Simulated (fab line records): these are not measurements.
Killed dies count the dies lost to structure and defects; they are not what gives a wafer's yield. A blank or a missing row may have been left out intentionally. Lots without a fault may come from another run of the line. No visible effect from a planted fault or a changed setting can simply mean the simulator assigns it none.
Code-filled problem report in 8D (eight disciplines) form	flow sfq-line	the parts of the form that need people (team, actions taken, sign-off) are left out

1. WHAT IS WRONG
Wafers without a fault read 199.6 nm, standard deviation 1.4; thk-nm at SFQ_TRILAYER_I3_METRO_MEASURE_083 reads a mean of 219.2 nm on 2 wafers belonging to 2 lots. Measured from the usual mean, that is +14 standard deviations.
First seen on wafer L426.4, day 33 13:01, on film-metro-04. The record has a number at this step for 40 wafers belonging to 14 lots. Rule for "out" (also "out of limits"): further than 4 standard deviations from the usual mean. The rest of the wafers with a number are treated as sound.

2. WHAT IT IS, WHAT IT ISN'T
question	is	is not
which readings at this step	thk-nm	-
which lots	L426, L427	L416, L419, L420, L421, L423, L429, L430, L434, L435, L436, L437, L438
which wafers of those lots	L426.4, L427.5	L426.3, L426.6, L427.1, L427.3
read on which tools	film-metro-01, film-metro-04	film-metro-02
when	from day 33 13:01	up to then (17 sound wafers); but 21 sound wafers of L427, L429, L430, L434, L435, L436, L437, L438 came after

3. THE SUSPECTS, EACH WITH WHAT RULES IT OUT
Counting: a tool at a process step up to the reading stays a suspect if it ran every lot that is out. Sound lots after the first of them don't rule it out here, since some wafers of a struck lot are sound.
- cmp-02 at SFQ_TRILAYER_I3_CMP_CMP_082 (polishes SiO2): kept. Every lot that is out went through it, the first being L426 (day 33 10:00); the last sound lot it ran before that was L423 (day 31 21:00).
Left after counting: cmp-02 at SFQ_TRILAYER_I3_CMP_CMP_082.

4. THE CAUSE (what the simulator had put in)
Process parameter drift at SFQ_TRILAYER_I3_CMP_CMP_082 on cmp-02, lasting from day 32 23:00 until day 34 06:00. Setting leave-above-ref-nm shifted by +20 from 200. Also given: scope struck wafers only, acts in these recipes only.
This tool alone remained once counting was done.

5. THE CHAIN OF EFFECTS, in route order
Each row: a reading whose mean over the struck wafers that have a number lies more than 3 standard deviations from the usual. Only readings for which the record gives a usual standard deviation are gone through. hours: the time from each lot's start at the first step in this table that gives one to its start at this step, as a median over the lots. sigmas: the change in usual standard deviations.
hours	step	reading	usual	on struck wafers	change	sigmas
0	SFQ_TRILAYER_I3_METRO_MEASURE_083	thk-nm	199.6 nm	219.2	+19.6	+14
81	SFQ_TRILAYER_I3_VIA_ETCH_VIA_ETCH_088	oes-product-au	0.853 a.u.	0.899	+0.046	+7.8
It contains these process steps:
- SFQ_TRILAYER_I3_METRO_MEASURE_083
- SFQ_TRILAYER_I3_VIA_ETCH_VIA_ETCH_088: etches SiO2 in CHF3, stops on Nb, target depth 260 nm.

6. WHAT WOULD HAVE CAUGHT IT SOONER
In this record no reading fell out of limits until day 33 13:01, 14 hours after the fault had begun at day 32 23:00.
Of the tool readings at SFQ_TRILAYER_I3_CMP_CMP_082 for which the record gives a usual standard deviation, none was out on any struck wafer, so an alarm limit of 4 standard deviations on them would not have fired.
L427, from the lots that are out (2), started SFQ_TRILAYER_I3_CMP_CMP_082 on cmp-02 later than day 33 13:01. Had the tool been put on hold then, it would have been spared.
